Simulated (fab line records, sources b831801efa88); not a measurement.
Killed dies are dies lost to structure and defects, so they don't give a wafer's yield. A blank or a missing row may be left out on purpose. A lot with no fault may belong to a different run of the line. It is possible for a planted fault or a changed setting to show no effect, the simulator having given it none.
Which of the tools did it?    flow gf180mcu    32 wafers from 11 lots sampled at 6 of the route's 602 steps

## WHAT THE GAUGES READ, wafer by wafer
GF_V3_CD_MEAS_14: target cd 260 nm.
lot   measured      on         cd_nm (nm)
L758  day 22 18:49  cd_sem-01  258.5 258.7 257.9
L761  day 23 20:22  cd_sem-01  261.0 260.4 261.0
L762  day 24 04:49  cd_sem-01  258.4 259.5 258.8
L764  day 25 06:44  cd_sem-02  259.6 259.7 259.7
L766  day 25 14:28  cd_sem-01  263.2 262.3 261.5
L768  day 26 12:10  cd_sem-02  258.6 260.9 258.3
L770  day 26 20:35  cd_sem-02  258.9 261.1 259.8
L773  day 27 13:38  cd_sem-02  260.4 260.7 260.7
L775  day 28 07:59  cd_sem-01  262.0 263.1 262.2
L779  day 29 09:58  cd_sem-02  258.0 259.1
L780  day 29 15:51  cd_sem-01  261.1 259.7 260.0

GF_TOP_METAL_RS_MEAS_05: measurement is done with a four-point probe.
lot   measured      on             TOP_METAL_ALCU_RS (ohm/sq)
L758  day 27 16:06  film_metro-04  0.0325 0.0323 0.0328
L761  day 28 14:20  film_metro-04  0.0327 0.0325 0.0325
L762  day 28 19:49  film_metro-03  0.0326 0.0331 0.0324
L764  day 29 20:15  film_metro-03  0.0310 0.0312 0.0310 0.0310 0.0313 0.0310
L766  day 30 02:47  film_metro-04  0.0314 0.0314 0.0309 0.0314 0.0314 0.0309
L768  day 30 20:11  film_metro-03  0.0328 0.0327 0.0328
L770  day 31 05:04  film_metro-04  0.0309 0.0309 0.0306 0.0309 0.0309 0.0306
L773  day 31 19:44  film_metro-03  0.0331 0.0326 0.0325
L775  day 32 09:56  film_metro-04  0.0328 0.0326 0.0327
L779  day 33 09:53  film_metro-04  0.0324 0.0321
L780  day 33 14:33  film_metro-02  0.0322 0.0325 0.0325

GF_TOP_METAL_THK_MEAS_06: measures by xrf.
lot   measured      on             TOP_METAL_ALCU_THK (nm)
L758  day 27 16:13  film_metro-04  904 907 893
L761  day 28 14:27  film_metro-04  888 903 896
L762  day 28 19:56  film_metro-03  895 882 893
L764  day 29 23:20  film_metro-03  932 924 927 935 920 924
L766  day 30 07:04  film_metro-04  927 937 947 934 930 947
L768  day 30 20:19  film_metro-03  885 889 884
L770  day 31 07:56  film_metro-04  943 949 953 945 944 953
L773  day 31 19:51  film_metro-03  878 891 888
L775  day 32 10:02  film_metro-04  895 893 900
L779  day 33 09:59  film_metro-04  902 909
L780  day 33 14:39  film_metro-02  896 891 893

GF_TOP_METAL_OVL_MEAS_15.
lot   measured      on          TOP_METAL_OVL (nm)
L758  day 28 12:02  overlay-01  -1.5 -3.6 -1.2
L761  day 29 09:49  overlay-01  0.7 -0.8 1.3
L762  day 29 14:59  overlay-02  -1.5 -1.2 -1.3
L764  day 30 15:52  overlay-01  -0.4 -3.4 -1.4
L766  day 30 20:43  overlay-02  3.3 0.8 0.6
L768  day 31 13:49  overlay-01  1.8 3.3 2.9
L770  day 31 22:56  overlay-02  0.8 0.3 2.2
L773  day 32 11:59  overlay-02  -0.9 -2.2 -3.3
L775  day 33 01:56  overlay-01  -0.3 -0.5 1.1
L779  day 34 00:53  overlay-02  2.1 0.7
L780  day 34 05:53  overlay-01  -2.8 -3.0 -6.2

## WHICH TOOL RAN EACH LOT (tool, then ch and the chambers of the sampled wafers, then the start)
lot   GF_V3_STRIP_18                        GF_TOP_METAL_SPUTTER_02
L758  plasma_asher-02 ch 0,1, day 22 19:05  pvd_sputter-01, day 27 15:59
L761  plasma_asher-01 ch 0,1, day 23 20:38  pvd_sputter-03, day 28 14:14
L762  plasma_asher-01 ch 0,1, day 24 05:07  pvd_sputter-01, day 28 19:44
L764  plasma_asher-02 ch 0,1, day 25 07:01  pvd_sputter-03, day 29 20:10
L766  plasma_asher-02 ch 0,1, day 25 14:46  pvd_sputter-03, day 30 02:42
L768  plasma_asher-01 ch 0,1, day 26 12:31  pvd_sputter-01, day 30 20:06
L770  plasma_asher-01 ch 0,1, day 26 20:50  pvd_sputter-03, day 31 04:57
L773  plasma_asher-01 ch 0,1, day 27 13:55  pvd_sputter-04, day 31 19:38
L775  plasma_asher-04 ch 0,1, day 28 08:16  pvd_sputter-01, day 32 09:49
L779  plasma_asher-04 ch 1, day 29 10:13    pvd_sputter-01, day 33 09:44
L780  plasma_asher-04 ch 0,1, day 29 16:07  pvd_sputter-03, day 33 14:25
- GF_V3_STRIP_18: strips in O2/N2.
- GF_TOP_METAL_SPUTTER_02: material AlCu, target thk 900 nm, time 47.82 s.

## WHAT THE TOOLS THEMSELVES READ (means of the sampled wafers that have a number; where no wafer has one, the mark that the record gives instead)
GF_V3_STRIP_18.
lot   tool             drypump_motor_current_A (A)  heater_power_w (W)  oes_product_au (a.u.)
L758  plasma_asher-02  5.9                          350                 0.594
L761  plasma_asher-01  6.3                          310                 0.593
L762  plasma_asher-01  6.1                          308                 0.590
L764  plasma_asher-02  6.0                          360                 0.594
L766  plasma_asher-02  6.0                          351                 0.595
L768  plasma_asher-01  6.0                          307                 0.592
L770  plasma_asher-01  6.0                          310                 0.593
L773  plasma_asher-01  6.3                          309                 0.587
L775  plasma_asher-04  5.4                          310                 0.588
L779  plasma_asher-04  5.2                          274                 0.591
L780  plasma_asher-04  5.3                          293                 0.590

GF_TOP_METAL_SPUTTER_02.
lot   tool            cathode_dc_power_W (W)  throttle_valve_pct (%)
L758  pvd_sputter-01  10601                   29.2
L761  pvd_sputter-03  10598                   29.5
L762  pvd_sputter-01  10601                   30.2
L764  pvd_sputter-03  11091                   30.5
L766  pvd_sputter-03  11090                   29.7
L768  pvd_sputter-01  10600                   29.9
L770  pvd_sputter-03  11091                   29.1
L773  pvd_sputter-04  10599                   31.1
L775  pvd_sputter-01  10600                   29.9
L779  pvd_sputter-01  10598                   30.4
L780  pvd_sputter-03  10600                   30.4

## THE ANSWER, worked out from the rows above alone
Rule: the lots themselves supply what counts as usual. Put in order of their means at a reading, lots are off if they are a third of the lots or fewer, leave a main group of 4 or more, and stand apart from it by a gap of 3 or more times the standard deviation of the main group's means; of several such gaps the widest counts. A main group whose means are all the same, to the digits that the tables above print for the reading, isn't used. A lot without any number at a reading at which 4 lots or more have one is off too. Where the step has rows for the other lots, those lots are counted as sound. The gauges are gone through in route order, then the tools' own readings, and for those a lot's mean is taken as printed above. At the first step where some lot is off, the reading lying furthest off is the one used; lots without a number count as furthest.
Off: L764, L766, L770, seen at GF_TOP_METAL_RS_MEAS_05 (TOP_METAL_ALCU_RS). The main group has a mean of 0.0326 ohm/sq with a standard deviation of 0.00017.
A tool fits if, at a process step before that reading, it ran every lot that is off, and no sound lot after the first of them. The gauges at GF_TOP_METAL_RS_MEAS_05 aren't tried: what is off there is off at GF_TOP_METAL_SPUTTER_02 too, on other tools, and a gauge's error can't cause that. Of those tried, none fits.

## WHAT WAS PUT IN BY THE SIMULATOR
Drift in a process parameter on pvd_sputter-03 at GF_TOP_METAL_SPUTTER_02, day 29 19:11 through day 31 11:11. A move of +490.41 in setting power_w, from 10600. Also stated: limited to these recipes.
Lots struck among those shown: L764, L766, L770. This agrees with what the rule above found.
